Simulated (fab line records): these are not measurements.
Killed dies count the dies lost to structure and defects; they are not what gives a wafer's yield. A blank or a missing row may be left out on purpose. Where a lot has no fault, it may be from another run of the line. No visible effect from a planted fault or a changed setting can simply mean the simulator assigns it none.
Which of the tools did it? ; flow gf180mcu ; Sampling: 13 lots, 39 wafers, 4 of 602 route steps

WHAT THE GAUGES SHOWED, per wafer
GF_VT_IMPLANT_OVL_MEAS_07. Usual: VT_IMPLANT_OVL typically reads -0.8 nm, with standard deviation 1.3.
lot;measured;on;VT_IMPLANT_OVL (nm);flag
L784;day 5 20:28;overlay-02;-2.4 -1.4 -2.7;
L786;day 6 05:52;overlay-01;-1.4 -1.4 1.1;
L788;day 6 15:04;overlay-01;-1.4 -2.9 -0.7;
L787;day 6 17:29;overlay-02;2.0 0.8 -0.3;
L789;day 6 22:56;overlay-01;-0.6 -0.8 0.5;
L795;day 8 11:04;overlay-02;-3.1 -1.3 -1.1;
L797;day 8 22:37;overlay-02;-1.5 -1.6 -1.6;
L799;day 9 13:25;overlay-02;-1.9 -1.3 -1.6;
L800;day 9 19:13;overlay-01;-0.1 0.2 0.6;
L802;day 10 07:01;overlay-02;-0.4 -0.3 -1.5;
L803;day 10 14:52;overlay-01;1.4 1.2 0.0;
L806;day 11 06:31;overlay-01;-0.9 -1.4 -0.8;
L807;day 11 12:46;overlay-01;-2.2 -0.4 -2.5;

GF_V1_THK_MEAS_01. Usual: V1_CVD_00_THK typically reads 598 nm, with standard deviation 6.7.
lot;measured;on;V1_CVD_00_THK (nm);flag
L784;day 17 09:29;film metro-02;600 603 607;
L786;day 17 23:59;film metro-03;604 594 604;
L788;day 18 14:50;film metro-02;588 597 602;
L787;day 18 17:43;film metro-01;600 593 589;
L789;day 19 02:05;film metro-03;609 599 598;
L795;day 21 07:41;film metro-03;601 586 592;
L797;day 21 22:22;film metro-01;605 601 604;
L799;day 22 20:20;film metro-01;595 604 599;
L800;day 23 01:26;film metro-03;602 596 592;
L802;day 23 18:12;film metro-01;598 594 603;
L803;day 24 02:35;film metro-02;595 605 610;
L806;day 24 20:44;film metro-02;601 601 596;
L807;day 25 06:04;film metro-02;600 600 598;

EACH LOT AND THE TOOL THAT RAN IT (in order: tool; ch and the chambers of the sampled wafers; start)
lot;GF_MVPSD_EXPOSE_04;GF_CONTACT_CMP_27
L784;iline stepper-02 ch 0, day 4 23:23;cmp-02 ch 1,3, day 16 09:15
L786;iline stepper-02 ch 0, day 5 07:31;cmp-01 ch 0,1,2, day 16 23:49
L788;iline stepper-01 ch 0, day 5 16:37;cmp-02 ch 0,1,2, day 17 14:19
L787;iline stepper-02 ch 0, day 5 18:31;cmp-01 ch 1,2,3, day 17 17:01
L789;iline stepper-02 ch 0, day 6 01:20;cmp-02 ch 0,2,3, day 18 00:59
L795;iline stepper-02 ch 0, day 7 10:49;cmp-01 ch 0,1,2, day 20 06:01
L797;iline stepper-01 ch 0, day 7 21:59;cmp-02 ch 0,1,3, day 20 20:43
L799;iline stepper-02 ch 0, day 8 11:50;cmp-02 ch 0,2,3, day 21 19:43
L800;iline stepper-02 ch 0, day 8 18:28;cmp-02 ch 1,2,3, day 22 00:52
L802;iline stepper-01 ch 0, day 9 04:10;cmp-02 ch 0,1,2, day 22 18:34
L803;iline stepper-01 ch 0, day 9 12:07;cmp-01 ch 0,1,2, day 23 02:44
L806;iline stepper-01 ch 0, day 10 03:08;cmp-02 ch 1,3, day 23 21:34
L807;iline stepper-01 ch 0, day 10 09:16;cmp-02 ch 1,2, day 24 07:01
- GF_MVPSD_EXPOSE_04: exposes mask MVPSD, target cd 1000 nm.
- GF_CONTACT_CMP_27: polishes, stops on SiO2, t overpolish 15 s, target thk 0 nm.

AS READ BY THE TOOLS THEMSELVES (means over the sampled wafers that have a number; for cases with no such wafer, the mark the record gives instead)
GF_CONTACT_CMP_27. Usual: motor current A 11.6 A, standard deviation 1.6; overpolish run s 15.000 s, standard deviation 0.0089; time to endpoint s 74 s, standard deviation 3.4.
lot;tool;motor current A (A);overpolish run s (s);time to endpoint s (s);flag
L784;cmp-02;11.8;14.995;72;
L786;cmp-01;11.5;15.000;75;
L788;cmp-02;10.6;15.000;76;
L787;cmp-01;12.5;15.001;72;
L789;cmp-02;10.5;14.997;75;
L795;cmp-01;12.2;14.999;72;
L797;cmp-02;10.4;15.002;73;
L799;cmp-02;10.7;15.001;75;
L800;cmp-02;11.6;15.002;74;
L802;cmp-02;10.2;15.007;68;
L803;cmp-01;12.2;14.991;77;
L806;cmp-02;11.4;15.002;72;
L807;cmp-02;11.8;14.997;71;

THE ANSWER, worked out from the rows above alone
Rule: lot off if the mean of its wafers having a number is beyond 3 standard deviations from the usual mean. Also off: a lot with no number at a reading for which 4 or more lots have one. The other lots that the step has rows for count as sound. First the gauges in route order, then the tools' own readings, where a lot's mean is used as printed above. At the first step where some lot is off, the reading lying furthest off is the one used; lots without a number count as furthest.
None of the lots is off at any reading shown; this tells nothing.

WHAT HAD BEEN PUT IN BY THE SIMULATOR
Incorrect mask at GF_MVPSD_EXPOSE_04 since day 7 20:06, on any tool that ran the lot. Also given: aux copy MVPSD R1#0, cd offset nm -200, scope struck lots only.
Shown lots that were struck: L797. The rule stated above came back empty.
